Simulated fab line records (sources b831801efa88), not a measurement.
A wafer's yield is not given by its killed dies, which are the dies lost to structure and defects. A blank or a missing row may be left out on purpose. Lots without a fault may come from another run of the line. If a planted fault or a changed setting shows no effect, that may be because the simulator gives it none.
fab line records | flow sky130 | part 1 of 2: steps 1 to 43 of 44
[record] lots = 6 wafers = 18 lastDay = 50
route steps=708 shown FIELD_ISO@21 NWELL@32 DNWELL@35 PWDE@45 SONOS_ONO@183 PAD_OPEN@708
lots with no fault: from the same line, run without faults
startH: start of the lot's first displayed wafer, in hours after the record's first day | waitH: hours elapsed since this lot's preceding step | " unchanged from the row above | L1.1+2: several wafers, shown together as one row | - no value present, or no start provided | * or withheld: withheld | < > ~ a bound
route shown NAME@n: NAME is a module with steps in the file, n the number in the route of the first one | usual: average and standard deviation across the fault-free wafers | same: alike in all rows | chamber/n: place in a boat | sites: readings site by site | _std_site: their standard deviation | _edge_site: mean of outer sites minus mean of inner sites | radiusMm: how far each site lies from the wafer's centre | mask NAME#n: copy n | behind: the most recent tool/chamber to have shaped the wafer | hold: why the lot went on hold/how many hours it stayed there/how the hold came to an end | device: which transistor (n, p or np) failed to switch | end of line: tests run on the same wafers once the route is complete | a step given without rows: its recipe and nothing more | killed: not the wafer's yield, but the dies lost to structure and defects at the first sort | map: dies across one wafer; x = killed, . = not, _ = none there
set.NAME: setting as actually run; set.NAME@STEP: the setting as run at that earlier step | model.NAME: the simulator's own value behind a step, which no gauge read
certain route steps with their lots: each step a table, each wafer a row
services: from which hour (startH, from the record's first day; less than 0 if before it) a tool's chamber was out of use, for how many hours, and why
[[steps]]
[step SKY_FIELD_ISO_CLEAN_20]
[recipe] chemistry = dHF timeS = 20 dilution = 100:1
[step SKY_FIELD_ISO_WET_ETCH_21]
[recipe] chemistry = dHF dilution = 100:1 targetDepthNm = 20 dry = ipaMarangoni target = SiO2 tempC = 25 timeS = 400
[step SKY_FIELD_ISO_OXIDATION_22]
[recipe] tempC = 950 ambient = O2 stabiliseS = 600 purgeS = 300 targetThkA = 100 oxTimeS = 623
[step SKY_FIELD_ISO_THK_MEAS_23]
[recipe] reads = SiO2_of_FIELD_ISO_OXIDATION_22
[usual] FIELD_ISO_OXIDATION_01_THK = 9.91/0.17
// columns lot.wafer tool chamber startH waitH FIELD_ISO_OXIDATION_01_THK[nm]
L938.2 filmMetro-02 - 39.92 0.0 9.64
L938.4 " - " " 9.74
L938.6 " - " " 9.66
L944.1 filmMetro-01 - 69.47 0.0 10.14
L944.3 " - " " 10.17
L944.4 " - " " 10.08
L945.1 filmMetro-01 - 74.39 0.0 9.69
L945.3 " - " " 9.91
L945.5 " - " " 9.95
L946.2 filmMetro-01 - 77.55 0.0 10.12
L946.3 " - " " 10.11
L946.5 " - " " 9.90
L947.4 filmMetro-01 - 85.31 0.0 10.05
L947.5 " - " " 10.03
L947.6 " - " " 10.08
L958.3 filmMetro-02 - 142.30 0.0 9.67
L958.4 " - " " 9.94
L958.6 " - " " 9.74
[step SKY_FIELD_ISO_CVD_24]
[recipe] material = SiO2 targetThkNm = 595 tempC = 650 sigmaOpenFrac = 0.3 timeS = 99.2 sih4FlowSccm = 60 pressureMtorr = 6
[step SKY_FIELD_ISO_THK_MEAS_25]
[recipe] reads = SiO2_of_FIELD_ISO_CVD_24
[usual] FIELD_ISO_CVD_24_THK = 593/5.8
// columns lot.wafer tool chamber startH waitH FIELD_ISO_CVD_24_THK[nm]
L938.2 filmMetro-02 - 40.05 0.0 584
L938.4 " - " " 588
L938.6 " - " " 579
L944.1 filmMetro-02 - 69.63 0.1 594
L944.3 " - " " 597
L944.4 " - " " 598
L945.1 filmMetro-02 - 74.55 0.1 595
L945.3 " - " " 595
L945.5 " - " " 604
L946.2 filmMetro-04 - 77.71 0.1 596
L946.3 " - " " 598
L946.5 " - " " 597
L947.4 filmMetro-04 - 85.44 0.0 590
L947.5 " - " " 594
L947.6 " - " " 598
L958.3 filmMetro-01 - 142.43 0.1 594
L958.4 " - " " 596
L958.6 " - " " 590
[step SKY_FIELD_ISO_ANNEAL_26]
[recipe] tempC = 1000 timeS = 1800 ambient = N2
[step SKY_FIELD_ISO_CMP_27]
[recipe] stopOn = Si3N4 tOverpolishS = 16 downForcePsi = 4 platenRpm = 60 targetThkNm = 457.8 padVelocityMS = 0.94248
[usual] headPressurePsi = 3.999/0.009 motorCurrentA = 11.2/0.7 overpolishRunS = 16.000/0.0093 platenRpm = 60.00/0.038 slurryFlowMlMin = 150.1/0.5 timeToEndpointS = 109/3.8
// columns lot.wafer tool chamber startH waitH headPressurePsi motorCurrentA overpolishRunS platenRpm slurryFlowMlMin timeToEndpointS
L938.2 cmp-01 3 44.41 0.1 4.008 11.6 16.009 59.95 149.8 106
L938.4 " 0 " " 3.982 11.6 16.012 60.01 150.5 105
L938.6 " 2 " " 4.002 11.9 16.017 59.97 150.0 105
L944.1 cmp-02 0 71.85 0.1 4.000 10.5 16.007 60.00 150.8 116
L944.4 " 1 " " 4.006 11.0 15.988 60.00 150.3 106
L944.3 " 2 " " 3.993 10.5 16.011 60.05 149.8 112
L945.1 cmp-02 0 76.11 0.0 4.002 10.8 16.002 60.00 150.0 111
L945.3 " 1 " " 3.997 11.2 15.985 59.97 150.1 104
L945.5 " 1 " " 3.998 11.4 16.008 59.95 151.1 106
L946.2 cmp-02 3 79.31 0.1 4.004 10.0 16.012 59.99 149.8 109
L946.3 " 0 " " 4.007 10.7 15.997 60.05 149.6 111
L946.5 " 2 " " 4.000 10.2 16.009 60.06 149.7 110
L947.4 cmp-01 2 87.28 0.1 4.003 11.2 15.998 60.00 150.4 107
L947.5 " 1 " " 4.001 11.8 15.999 60.05 149.5 106
L947.6 " 2 " " 4.007 11.3 15.999 60.07 149.6 107
L958.3 cmp-01 0 144.07 0.1 4.002 11.1 16.002 60.00 150.4 107
L958.4 " 1 " " 3.996 11.8 15.996 60.05 150.7 107
L958.6 " 3 " " 4.014 11.6 16.015 59.97 149.9 106
[step SKY_FIELD_ISO_WET_ETCH_28]
[recipe] chemistry = dHF targetDepthNm = 23.7 target = SiO2 dilution = 10:1 tempC = 25 timeS = 47
[step SKY_FIELD_ISO_WET_ETCH_29]
[recipe] chemistry = H3PO4 targetDepthNm = 160 target = Si3N4 tempC = 160 timeS = 1825
[step SKY_FIELD_ISO_WET_ETCH_30]
[recipe] chemistry = dHF targetDepthNm = 25 target = SiO2 dilution = 10:1 tempC = 25 timeS = 50
[step SKY_NWELL_CLEAN_00]
[recipe] chemistry = SC1/SC2 mix = 1:4:20 tempC = 70 timeS = 150 dry = n2Spin
[step SKY_NWELL_OXIDATION_01]
[recipe] tempC = 900 ambient = O2 stabiliseS = 600 purgeS = 300 targetThkA = 100 oxTimeS = 1418
[usual] spikeTcBottomC = 915.9/2.9 spikeTcCentreC = 901.4/1.1 spikeTcLowerC = 899.0/0.98 spikeTcTopC = 912.4/2.1 spikeTcUpperC = 900.2/0.99 tubeCenterTempC = 899.98/0.076 tube_center_temp_C_max = 902.3/0.38 zonePowerBottomPct = 27.0/1.1 zonePowerCentrePct = 18.5/0.35 zonePowerLowerPct = 16.4/0.66
// columns lot.wafer tool chamber startH waitH spikeTcBottomC spikeTcCentreC spikeTcLowerC spikeTcTopC spikeTcUpperC tubeCenterTempC tube_center_temp_C_max zonePowerBottomPct zonePowerCentrePct zonePowerLowerPct model.SiO2_of_NWELL_OXIDATION_01.thkNm
L938.2 furnace-02 0 48.14 2.9 917.5 900.1 899.1 914.4 900.2 899.99 902.9 26.6 18.2 15.9 9.622
L938.4 " 0 " " 919.0 901.4 899.0 915.5 901.4 899.9 902.3 26.1 18.5 16.1 9.457
L938.6 " 0 " " 918.8 901.9 899.1 912.7 899.9 899.92 902.0 26.3 18.5 15.8 9.446
L944.1 furnace-01 0 73.72 1.0 912.2 902.4 899.6 910.0 900.1 900.01 902.1 28.4 18.8 17.4 9.992
L944.3 " 0 " " 912.8 902.8 900.3 909.0 900.0 900.08 902.2 28.4 19.2 17.3 9.661
L944.4 " 0 " " 912.5 903.2 899.7 910.2 899.8 900.03 902.2 28.9 19.0 17.1 9.723
L945.1 furnace-01 0 77.54 0.5 959.9 946.7 947.2 958.9 946.6 948.01 949.8 31.8 21.3 19.4 16.81
L945.3 " 0 " " 960.8 949.6 948.0 957.2 948.7 948.07 949.9 31.9 21.1 19.2 16.97
L945.5 " 0 " " 960.9 949.0 946.3 958.1 948.0 948.12 950.1 32.1 21.1 19.5 16.94
L946.2 furnace-01 0 81.30 1.1 961.5 949.6 946.9 958.8 948.9 948.05 950.4 31.7 21.3 19.4 16.73
L946.3 " 0 " " 960.9 950.5 946.8 955.9 947.1 948.03 950.1 32.2 21.0 19.3 16.52
L946.5 " 0 " " 960.3 949.1 947.8 957.6 947.3 948.04 951.2 31.9 21.3 19.6 16.73
L947.4 furnace-02 0 88.14 0.0 919.4 900.9 897.7 913.2 901.9 900.09 902.2 26.6 18.3 16.0 10.22
L947.5 " 0 " " 917.3 899.9 897.0 911.4 900.6 899.99 902.1 25.9 18.2 16.3 10.03
L947.6 " 0 " " 917.3 900.6 898.2 913.9 899.0 899.9 902.5 26.2 18.5 15.8 10.08
L958.3 furnace-02 0 145.50 0.6 917.8 901.6 899.1 912.7 901.2 899.94 902.7 26.3 17.9 16.0 9.906
L958.4 " 0 " " 918.0 903.3 899.4 914.3 900.0 899.98 902.8 26.4 18.5 16.1 9.799
L958.6 " 0 " " 918.8 899.9 899.7 913.5 899.3 899.95 902.6 26.4 18.4 15.9 9.922
[step SKY_NWELL_THK_MEAS_02]
[recipe] reads = SiO2_of_NWELL_OXIDATION_01
[usual] NWELL_OXIDATION_THK = 9.85/0.18
// columns lot.wafer tool chamber startH waitH NWELL_OXIDATION_THK[nm]
L938.2 filmMetro-02 - 49.55 0.0 9.61
L938.4 " - " " 9.46
L938.6 " - " " 9.45
L944.1 filmMetro-04 - 75.11 0.0 9.99
L944.3 " - " " 9.65
L944.4 " - " " 9.72
L945.1 filmMetro-02 - 78.93 0.0 16.80
L945.3 " - " " 17.01
L945.5 " - " " 16.95
L946.2 filmMetro-04 - 82.71 0.0 16.75
L946.3 " - " " 16.59
L946.5 " - " " 16.74
L947.4 filmMetro-03 - 89.56 0.0 10.22
L947.5 " - " " 10.03
L947.6 " - " " 10.09
L958.3 filmMetro-02 - 146.92 0.0 9.90
L958.4 " - " " 9.80
L958.6 " - " " 9.92
[step SKY_DNWELL_DEHYDRATE_00]
[recipe] tempC = 200 timeS = 60
[step SKY_DNWELL_HMDS_01]
[recipe] primeTimeS = 60 primeTempC = 120
[step SKY_DNWELL_COAT_02]
[recipe] spinRpm = 2000 resistThkNm = 3000
[step SKY_DNWELL_SOFTBAKE_03]
[recipe] tempC = 110 timeS = withheld
[step SKY_DNWELL_EXPOSE_04]
[recipe] maskId = DNM na = 0.57 targetCdNm = 3000 doseMj = 222
[step SKY_DNWELL_PEB_05]
[recipe] tempC = 115 timeS = withheld
[step SKY_DNWELL_DEVELOP_06]
[recipe] wallAngleDeg = 90 developer = TMAH developTimeS = 60 devTempC = 23
[step SKY_DNWELL_IMPLANT_07]
[recipe] species = P energyKev = withheld doseCm2 = withheld tiltDeg = withheld
[step SKY_DNWELL_STRIP_08]
[recipe] chemistry = O2/N2 powerW = 1400 pressureMtorr = 1500 platenTempC = withheld o2FlowSccm = 3000 n2FlowSccm = 300 overashFraction = 0.5
[usual] drypumpMotorCurrentA = 5.81/0.25 o2FlowSccm = 2999/9.1 oesProductAu = 0.723/0.005 stripTimeToEndpointS = 36.91/0.098
[same] overashFraction = 0.5
// columns lot.wafer tool chamber startH waitH drypumpMotorCurrentA o2FlowSccm oesProductAu rfHoursCounterH stripTimeToEndpointS
L938.2 plasmaAsher-04 0 65.42 0.1 5.66 3006 0.714 37 36.91
L938.4 " 0 " " 5.70 3007 0.721 - 36.96
L938.6 " 0 " " 5.68 2999 0.723 - 36.95
L944.1 plasmaAsher-04 1 92.19 0.1 5.85 3001 0.730 40 36.83
L944.3 " 0 " " 5.67 2984 0.715 - 36.79
L944.4 " 1 " " 5.84 2986 0.720 - 36.82
L945.1 plasmaAsher-03 0 95.99 0.1 5.96 3008 0.716 28 37.02
L945.3 " 0 " " 5.97 3018 0.724 - 37.02
L945.5 " 1 " " 6.21 3012 0.717 - 36.99
L946.2 plasmaAsher-04 1 99.84 0.1 5.83 2980 0.715 40 36.82
L946.3 " 1 " " 5.84 2983 0.723 - 36.95
L946.5 " 0 " " 5.73 2994 0.717 - 36.80
L947.4 plasmaAsher-03 1 107.07 0.1 6.18 3011 0.719 - 36.91
L947.5 " 1 " " 6.20 3003 0.718 - 36.87
L947.6 " 0 " " 5.97 3006 0.716 - 36.84
L958.3 plasmaAsher-03 0 167.07 0.1 5.99 3002 0.729 - 36.95
L958.4 " 1 " " 6.18 2976 0.723 - 37.02
L958.6 " 1 " " 6.20 2997 0.720 - 36.96
[step SKY_DNWELL_TW_MEAS_09]
[usual] DNWELL_TW = 1115/8
// columns lot.wafer tool chamber startH waitH DNWELL_TW
L938.2 filmMetro-04 - 65.53 0.1 1095
L938.4 " - " " 1097
L938.6 " - " " 1097
L944.1 filmMetro-04 - 92.29 0.1 1107
L944.3 " - " " 1106
L944.4 " - " " 1104
L945.1 filmMetro-03 - 96.09 0.1 1116
L945.3 " - " " 1110
L945.5 " - " " 1114
L946.2 filmMetro-04 - 99.95 0.1 1104
L946.3 " - " " 1113
L946.5 " - " " 1121
L947.4 filmMetro-04 - 107.17 0.1 1122
L947.5 " - " " 1121
L947.6 " - " " 1117
L958.3 filmMetro-03 - 167.16 0.1 1130
L958.4 " - " " 1125
L958.6 " - " " 1124
[step SKY_PWDE_DEHYDRATE_00]
[recipe] tempC = 200 timeS = 60
[step SKY_PWDE_HMDS_01]
[recipe] primeTimeS = 60 primeTempC = 120
[step SKY_PWDE_COAT_02]
[recipe] spinRpm = 2000 resistThkNm = 3000
[step SKY_PWDE_SOFTBAKE_03]
[recipe] tempC = 110 timeS = withheld
[step SKY_PWDE_EXPOSE_04]
[recipe] maskId = PWDEM na = 0.6 sourceShape = conventional sigmaOuter = 0.6 polarization = unpolarized targetCdNm = 840 doseMj = 214
[step SKY_PWDE_PEB_05]
[recipe] tempC = 115 timeS = withheld
[step SKY_PWDE_DEVELOP_06]
[recipe] wallAngleDeg = 90 developer = TMAH developTimeS = 60 devTempC = 23
[step SKY_PWDE_OVL_MEAS_07]
[usual] PWDE_OVL = -0.2/1.2
// columns lot.wafer tool chamber startH waitH PWDE_OVL[nm]
L938.2 overlay-01 - 81.83 - 3.1
L938.4 " - " " 1.7
L938.6 " - " " -0.9
L944.1 overlay-02 - 110.12 - 0.0
L944.3 " - " " 1.1
L944.4 " - " " 1.3
L945.1 overlay-01 - 114.17 - -0.7
L945.3 " - " " -0.9
L945.5 " - " " 1.2
L946.2 overlay-02 - 117.88 - -2.1
L946.3 " - " " -1.6
L946.5 " - " " -2.2
L947.4 overlay-01 - 125.64 - -2.5
L947.5 " - " " -2.6
L947.6 " - " " -1.0
L958.3 overlay-01 - 187.59 - -0.4
L958.4 " - " " -1.1
L958.6 " - " " -0.3
[step SKY_PWDE_IMPLANT_08]
[recipe] species = B energyKev = 150 doseCm2 = 3.6e+12 tiltDeg = withheld
[step SKY_PWDE_STRIP_09]
[recipe] chemistry = O2/N2 powerW = 1400 pressureMtorr = 1500 platenTempC = withheld o2FlowSccm = 3000 n2FlowSccm = 300 overashFraction = 0.5
[usual] drypumpMotorCurrentA = 5.86/0.25 o2FlowSccm = 3000/9.2 oesProductAu = 0.723/0.0043 stripTimeToEndpointS = 36.87/0.1
[same] overashFraction = 0.5
// columns lot.wafer tool chamber startH waitH drypumpMotorCurrentA o2FlowSccm oesProductAu rfHoursCounterH stripTimeToEndpointS
L938.2 plasmaAsher-04 0 82.01 0.1 5.69 3013 0.717 38 36.83
L938.4 " 0 " " 5.69 3002 0.723 - 36.94
L938.6 " 0 " " 5.71 2999 0.722 - 36.83
L944.1 plasmaAsher-03 1 110.31 0.1 6.23 3005 0.718 30 36.73
L944.3 " 0 " " 5.96 3013 0.722 - 36.70
L944.4 " 1 " " 6.24 3015 0.730 - 36.71
L945.1 plasmaAsher-01 0 114.36 0.1 5.45 2985 0.721 41 36.95
L945.3 " 0 " " 5.45 3008 0.724 - 36.97
L945.5 " 0 " " 5.42 2998 0.720 - 36.83
L946.2 plasmaAsher-04 1 118.06 0.1 5.87 3003 0.726 0 36.84
L946.3 " 0 " " 5.69 3000 0.726 - 36.80
L946.5 " 0 " " 5.69 3012 0.728 - 36.81
L947.4 plasmaAsher-01 1 125.84 0.1 5.98 3001 0.721 - 36.91
L947.5 " 0 " " 5.42 2997 0.723 - 36.91
L947.6 " 1 " " 6.01 3016 0.721 - 36.97
L958.3 plasmaAsher-01 1 187.79 0.1 5.98 2994 0.726 - 37.07
L958.4 " 0 " " 5.43 2995 0.723 - 37.02
L958.6 " 0 " " 5.44 3002 0.729 - 37.13
[step SKY_PWDE_TW_MEAS_10]
[usual] PWDE_TW = 375.1/2.1
// columns lot.wafer tool chamber startH waitH PWDE_TW
L938.2 filmMetro-02 - 82.12 0.1 377.6
L938.4 " - " " 377.0
L938.6 " - " " 377.4
L944.1 filmMetro-03 - 110.41 0.1 375.5
L944.3 " - " " 375.0
L944.4 " - " " 376.4
L945.1 filmMetro-03 - 114.46 0.1 375.9
L945.3 " - " " 375.5
L945.5 " - " " 376.9
L946.2 filmMetro-03 - 118.17 0.1 377.8
L946.3 " - " " 374.9
L946.5 " - " " 377.3
L947.4 filmMetro-02 - 125.94 0.1 374.2
L947.5 " - " " 376.2
L947.6 " - " " 373.0
L958.3 filmMetro-03 - 187.88 0.1 375.8
L958.4 " - " " 376.9
L958.6 " - " " 376.1
[step SKY_NWELL_DEHYDRATE_03]
[recipe] tempC = 200 timeS = 60
[step SKY_NWELL_HMDS_04]
[recipe] primeTimeS = 60 primeTempC = 120
[step SKY_NWELL_COAT_05]
[recipe] spinRpm = 2000 resistThkNm = 3000
[step SKY_NWELL_SOFTBAKE_06]
[recipe] tempC = 110 timeS = withheld
[step SKY_NWELL_EXPOSE_07]
[recipe] maskId = NWM na = 0.6 sourceShape = conventional sigmaOuter = 0.6 polarization = unpolarized targetCdNm = 840 doseMj = 255
[step SKY_NWELL_PEB_08]
[recipe] tempC = 115 timeS = withheld
[step SKY_NWELL_DEVELOP_09]
[recipe] wallAngleDeg = 90 developer = TMAH developTimeS = 60 devTempC = 23
[step SKY_SONOS_ONO_ETCH_15]
[recipe] targetDepthNm = 19.52 chemistry = CHF3/O2 sourceW = 600 biasW = 200 pressureMtorr = 40 chf3FlowSccm = 50 O2_flow_sccm = 5 timeS = 7.8
[usual] drypumpMotorCurrentA = 5.6/0.45 oesProductAu = 0.996/0.0091 throttleValvePct = 8.825/0.0093
// columns lot.wafer tool chamber startH waitH drypumpMotorCurrentA oesProductAu rfHoursCounterH throttleValvePct model.SiO2_of_NWELL_OXIDATION_01.thkNm
L938.2 rieDiel-03 2 294.43 0.0 6.0 1.000 41 8.826 5.105
L938.4 " 0 " " 6.2 1.008 65 8.812 4.892
L938.6 " 0 " " 6.2 0.999 - 8.832 4.93
L944.1 rieDiel-04 0 338.79 0.0 5.9 0.996 0 8.825 5.526
L944.3 " 2 " " 5.6 0.990 88 8.820 5.19
L944.4 " 1 " " 5.9 0.998 11 8.814 5.197
L945.1 rieDiel-04 0 342.73 0.0 5.9 0.992 0 8.823 12.31
L945.3 " 1 " " 5.9 1.005 11 8.818 12.42
L945.5 " 3 " " 5.0 0.997 - 8.831 12.45
L946.2 rieDiel-01 0 348.93 0.0 4.9 0.996 5 8.812 12.23
L946.3 " 3 " " 5.0 0.992 86 8.831 12.05
L946.5 " 3 " " 5.0 0.986 - 8.814 12.26
L947.4 rieDiel-01 3 357.88 0.0 5.0 0.984 86 8.823 5.735
L947.5 " 3 " " 5.0 0.984 - 8.819 5.565
L947.6 " 2 " " 5.8 1.008 - 8.823 5.505
L958.3 rieDiel-03 1 449.83 0.0 6.0 0.992 5 8.834 5.439
L958.4 " 3 " " 6.1 0.982 8 8.825 5.356
L958.6 " 1 " " 6.0 0.988 - 8.827 5.436
[[key]]
[firstSign] step = SKY_NWELL_OXIDATION_01 reading = tubeCenterTempC direction = up sigmas = 99+ usual = * struck = *
[effect] step = SKY_NWELL_OXIDATION_01 reading = tube_center_temp_C_max direction = up sigmas = 99+ usual = * struck = *
[effect] step = SKY_NWELL_THK_MEAS_02 reading = NWELL_OXIDATION_THK direction = up sigmas = 39 usual = 9.85 struck = 16.81
[modelEffect] step = SKY_NWELL_OXIDATION_01 value = SiO2_of_NWELL_OXIDATION_01.thkNm without = 9.993 struck = 16.78
[modelEffect] step = SKY_SONOS_ONO_ETCH_15 value = SiO2_of_NWELL_OXIDATION_01.thkNm without = 5.495 struck = 12.29
[modelEffect] step = SKY_PAD_OPEN_PROBE_99 value = etest.nfet_16v.rOnOhmUm without = 1.384e+04 struck = 1.339e+04
metAt SKY_NWELL_OXIDATION_01
struckWafers L945.1,L945.3,L945.5,L946.2,L946.3,L946.5
testerLeftOut L945,L946
onsetBetween 73.72 77.54
[fault] kind = processParameterDrift tool = furnace-01 chamber = - onsetH = 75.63 steps = SKY_NWELL_OXIDATION_01 channel = tempC offset = * shape = step endH = 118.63 actsIn = * stated = *
// testerLeftOut: of these lots the tester's yield and bins aren't shown, on N5 and GAA mostly nor the transistor test; their killed dies are dies lost to structure and defects alone, not to doping, threshold or leakage, so they don't give the yield
